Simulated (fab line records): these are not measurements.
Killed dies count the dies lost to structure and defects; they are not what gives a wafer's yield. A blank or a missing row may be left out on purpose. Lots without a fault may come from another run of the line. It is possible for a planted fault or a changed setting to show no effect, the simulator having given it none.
One fault seen from 2 desks    flow sky130    every desk sees just its own numbers, and what lay behind them comes last

AT THE METROLOGY DESK
What the gauges read for every lot (on any tool): the sampled wafers with a number, averaged. The brackets show how far a lot's mean lies from the usual mean; more than 4 standard deviations puts the lot out of limits, marked OUT.
Columns: A = FIELD_ISO_OXIDATION_01_THK at SKY_FIELD_ISO_THK_MEAS_23, usual 10.04 nm; B = PWDE_OVL at SKY_PWDE_OVL_MEAS_07, usual 0.0 nm; C = NWELL_00_OVL at SKY_NWELL_OVL_MEAS_10, usual 0.1 nm
lot   first seen here  A      B     C
L363  day 2 07:37      10.18  -1.4  -0.7
L364  day 2 12:15      10.13  0.9   -1.8
L366  day 3 00:22      10.05  0.3   2.0
L367  day 3 09:45      10.13  -0.8  0.3
L368  day 3 09:45      9.99   1.2   0.5
L369  day 3 16:44      9.85   -0.7  -1.3
L370  day 3 21:58      9.88   -0.1  0.9
L377  day 5 08:14      10.07  -1.1  -1.7
L378  day 5 13:33      10.09  -0.5  2.1
L380  day 6 09:19      10.10  -0.0  -1.3
L382  day 6 14:35      9.97   1.0   0.2
L383  day 6 18:51      10.03  1.9   1.3
L385  day 7 00:32      9.88   0.6   -0.3
This desk found nothing out of limits on any of the 13 lots.

FOR THE TOOL OWNER'S DESK: litho-track-03
The tool's own readings at SKY_FIELD_ISO_COAT_08 (resist thk 450 nm): means of the sampled wafers that have a number, for each lot that ran on this tool. The brackets show how far a lot's mean lies from the usual mean; more than 4 standard deviations puts the lot out of limits, marked OUT.
Columns: A = exhaust-pa at SKY_FIELD_ISO_COAT_08, usual 44.8 Pa; B = resist-line-temp-C at SKY_FIELD_ISO_COAT_08, usual 22.99 C; C = spin-speed-rpm at SKY_FIELD_ISO_COAT_08, usual 2999.9 rpm
lot   first seen here  A     B      C
L363  day 1 20:00      45.9  23.01  3000.9
L364  day 2 02:00      44.7  23.02  2998.9
L366  day 2 11:00      46.0  23.05  2998.3
L367  day 2 19:00      44.9  22.88  3002.4
L368  day 2 22:00      44.1  23.08  2998.2
L369  day 3 04:00      45.5  22.95  3002.7
L370  day 3 11:00      44.6  23.02  2998.6
L383  day 6 05:00      46.1  22.92  2999.5
L385  day 6 12:00      46.0  22.91  3001.1
This desk found nothing out of limits on any of the 9 lots.

PUT TOGETHER
The metrology desk saw nothing out of limits.
The desk of the tool owner found nothing out of limits.

WHAT THE SIMULATOR HAD INSERTED
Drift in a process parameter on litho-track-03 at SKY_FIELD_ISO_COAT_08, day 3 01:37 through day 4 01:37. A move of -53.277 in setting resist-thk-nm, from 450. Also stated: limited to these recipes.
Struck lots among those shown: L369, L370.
